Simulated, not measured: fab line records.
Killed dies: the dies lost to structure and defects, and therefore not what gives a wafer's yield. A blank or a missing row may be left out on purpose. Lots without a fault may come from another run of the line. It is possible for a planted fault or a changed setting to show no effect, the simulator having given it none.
Matching of chambers | flow gf180mcu | 4 sister chambers for GF_V3_ETCH_16 on rie diel-01
The step etches BARC in N2/H2. 8 wafers are shown with their chamber, then 9 later ones without.

WAFERS, EACH WITH ITS CHAMBER
wafer  | chamber | drypump motor current A (A) | throttle valve pct (%)
L653.1 | 2       | 5.64                        | 13.244
L653.5 | 2       | 5.66                        | 13.248
L656.5 | 0       | 5.61                        | 13.246
L662.3 | 0       | 5.62                        | 13.236
L662.6 | 3       | 5.31                        | 13.233
L671.3 | 1       | 5.23                        | 13.220
L671.4 | 3       | 5.29                        | 13.231
L671.6 | 1       | 5.22                        | 13.225

WAFERS WITH NO CHAMBER GIVEN
wafer  | drypump motor current A (A) | throttle valve pct (%)
L672.2 | 5.64                        | 13.229
L672.3 | 5.64                        | 13.232
L672.4 | 5.31                        | 13.223
L674.2 | 5.27                        | 13.222
L674.3 | 5.62                        | 13.239
L674.5 | 5.68                        | 13.216
L675.1 | 5.59                        | 13.205
L675.3 | 5.28                        | 13.242
L675.6 | 5.18                        | 13.225

WHICH CHAMBER EACH WENT THROUGH
wafer  | from the rows above     | in truth
L672.2 | can't be placed: 0 or 2 | 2
L672.3 | can't be placed: 0 or 2 | 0
L672.4 | 3                       | 3
L674.2 | can't be placed: 3 or 1 | 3
L674.3 | 0                       | 0
L674.5 | can't be placed: 2 or 0 | 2
L675.1 | 0                       | 0
L675.3 | 3                       | 3
L675.6 | 1                       | 1
5 of 9 placed correctly. From these rows, 4 cannot be placed; in 4 the true chamber is one of the candidates. Wrongly placed: 0.
How it was worked out, from the rows above alone: a wafer's distance from a chamber is the root of the sum, over the readings, of the square of ((its reading less the chamber's mean) divided by the reading's scatter). If the next closest chamber is less than 2 further off than the closest, the wafer can't be placed; otherwise it belongs to the closest. The mean given for a chamber averages the wafers shown for that chamber. The scatter: take each reading less its chamber's mean, square it, sum over the shown wafers, divide by the number of wafers less the number of chambers, and take the root.
